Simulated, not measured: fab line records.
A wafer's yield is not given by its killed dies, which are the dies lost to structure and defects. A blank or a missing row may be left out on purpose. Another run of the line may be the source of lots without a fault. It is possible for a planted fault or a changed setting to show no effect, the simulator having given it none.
Which tool was responsible? -- flow gf180mcu -- 72 wafers from 24 lots sampled at 2 of the route's 602 steps

== WHAT THE GAUGES READ, wafer by wafer ==
GF_CONTACT_CD_MEAS_14: the cd target is 220 nm.
lot,measured,on,cd nm (nm)
L074,day 16 02:24,cd sem-01,219.8 220.2 219.0
L075,day 16 06:57,cd sem-02,220.9 219.3 219.9
L076,day 16 20:47,cd sem-01,218.7 219.1 220.0
L077,day 17 02:38,cd sem-01,220.0 220.4 221.5
L078,day 17 08:47,cd sem-02,219.9 219.1 220.0
L079,day 17 23:56,cd sem-01,223.0 223.3 222.9
L080,day 18 03:08,cd sem-02,218.7 219.6 218.2
L081,day 18 14:51,cd sem-02,221.5 221.0 221.2
L082,day 19 00:14,cd sem-02,219.9 218.7 218.7
L083,day 19 15:10,cd sem-02,219.7 220.4 220.5
L084,day 19 22:47,cd sem-02,219.4 218.3 219.1
L085,day 20 07:41,cd sem-02,220.7 220.4 218.9
L086,day 20 16:05,cd sem-02,216.1 216.2 214.7
L087,day 20 23:32,cd sem-02,219.1 219.8 219.5
L088,day 21 11:08,cd sem-02,218.0 218.0 217.5
L089,day 21 12:44,cd sem-02,219.0 219.9 219.1
L090,day 22 00:22,cd sem-02,219.3 221.0 220.5
L091,day 22 12:17,cd sem-02,220.8 221.8 222.3
L092,day 22 17:44,cd sem-02,219.6 219.3 218.9
L093,day 22 21:35,cd sem-02,221.9 222.2 220.1
L094,day 23 10:21,cd sem-01,220.2 219.9 219.9
L095,day 23 14:23,cd sem-01,219.4 221.0 219.2
L096,day 23 20:47,cd sem-02,217.8 218.1 219.1
L097,day 24 08:59,cd sem-01,219.5 219.9 219.4

== EACH LOT AND THE TOOL THAT RAN IT (in order: tool; ch and the chambers of the sampled wafers; start) ==
lot,GF_SAB_ETCH_11
L074,"rie diel-04 ch 2,3, day 15 02:49"
L075,"rie diel-02 ch 0,3, day 15 07:34"
L076,"rie diel-04 ch 0,2,3, day 15 21:10"
L077,"rie diel-03 ch 0,2, day 16 03:16"
L078,"rie diel-02 ch 0,2, day 16 08:55"
L079,"rie diel-02 ch 0,1, day 16 22:55"
L080,"rie diel-04 ch 0,1,3, day 17 02:08"
L081,"rie diel-03 ch 0,1,2, day 17 14:01"
L082,"rie diel-02 ch 2,3, day 17 23:35"
L083,"rie diel-04 ch 0,2,3, day 18 13:16"
L084,"rie diel-02 ch 1,2,3, day 18 20:52"
L085,"rie diel-02 ch 1,3, day 19 05:44"
L086,"rie diel-03 ch 0,3, day 19 14:22"
L087,"rie diel-02 ch 0,1, day 19 21:28"
L088,"rie diel-02 ch 0,1, day 20 05:25"
L089,"rie diel-04 ch 0,3, day 20 10:43"
L090,"rie diel-04 ch 0,1,2, day 21 00:01"
L091,"rie diel-03 ch 0,3, day 21 11:38"
L092,"rie diel-03 ch 0,1,3, day 21 16:38"
L093,"rie diel-04 ch 0,2,3, day 21 21:16"
L094,"rie diel-04 ch 0,2, day 22 09:42"
L095,"rie diel-04 ch 0,1,2, day 22 13:23"
L096,"rie diel-02 ch 1,2, day 22 20:16"
L097,"rie diel-03 ch 0,2,3, day 23 09:04"
- GF_SAB_ETCH_11: etches SiO2 in C4F8/O2/Ar, target depth 55 nm, time 8.5 s.

== WHAT THE TOOLS THEMSELVES READ (means of the sampled wafers that have a number; where no wafer has one, the mark that the record gives instead) ==
GF_SAB_ETCH_11.
lot,tool,oes product au (a.u.)
L074,rie diel-04,0.993
L075,rie diel-02,0.995
L076,rie diel-04,1.000
L077,rie diel-03,1.007
L078,rie diel-02,0.991
L079,rie diel-02,0.998
L080,rie diel-04,0.991
L081,rie diel-03,0.994
L082,rie diel-02,0.991
L083,rie diel-04,0.992
L084,rie diel-02,1.009
L085,rie diel-02,1.006
L086,rie diel-03,1.002
L087,rie diel-02,0.994
L088,rie diel-02,0.988
L089,rie diel-04,0.990
L090,rie diel-04,0.989
L091,rie diel-03,1.012
L092,rie diel-03,1.003
L093,rie diel-04,0.991
L094,rie diel-04,0.994
L095,rie diel-04,0.984
L096,rie diel-02,1.002
L097,rie diel-03,1.006

== THE ANSWER, worked out from the rows above alone ==
Rule: what is usual is taken from the lots themselves. The widest of any qualifying gaps counts: lots, ordered by their means at a reading, are off when they make up no more than a third of the lots, leave a main group of 4 or more, and stand apart from it by 3 or more times the standard deviation of that group's means. The tables above print the reading to a certain number of digits; a main group whose means all agree to those digits is not used. A lot without any number at a reading at which 4 lots or more have one is off too. All remaining lots with rows at the step are treated as sound. After the gauges, taken in route order, come the tools' own readings; for these a lot's mean is taken, as printed above. At the first step where some lot is off, the reading lying furthest off is the one used; lots without a number count as furthest.
No lot is off at any reading shown: from this, nothing can be told.

== WHAT WAS PUT IN BY THE SIMULATOR ==
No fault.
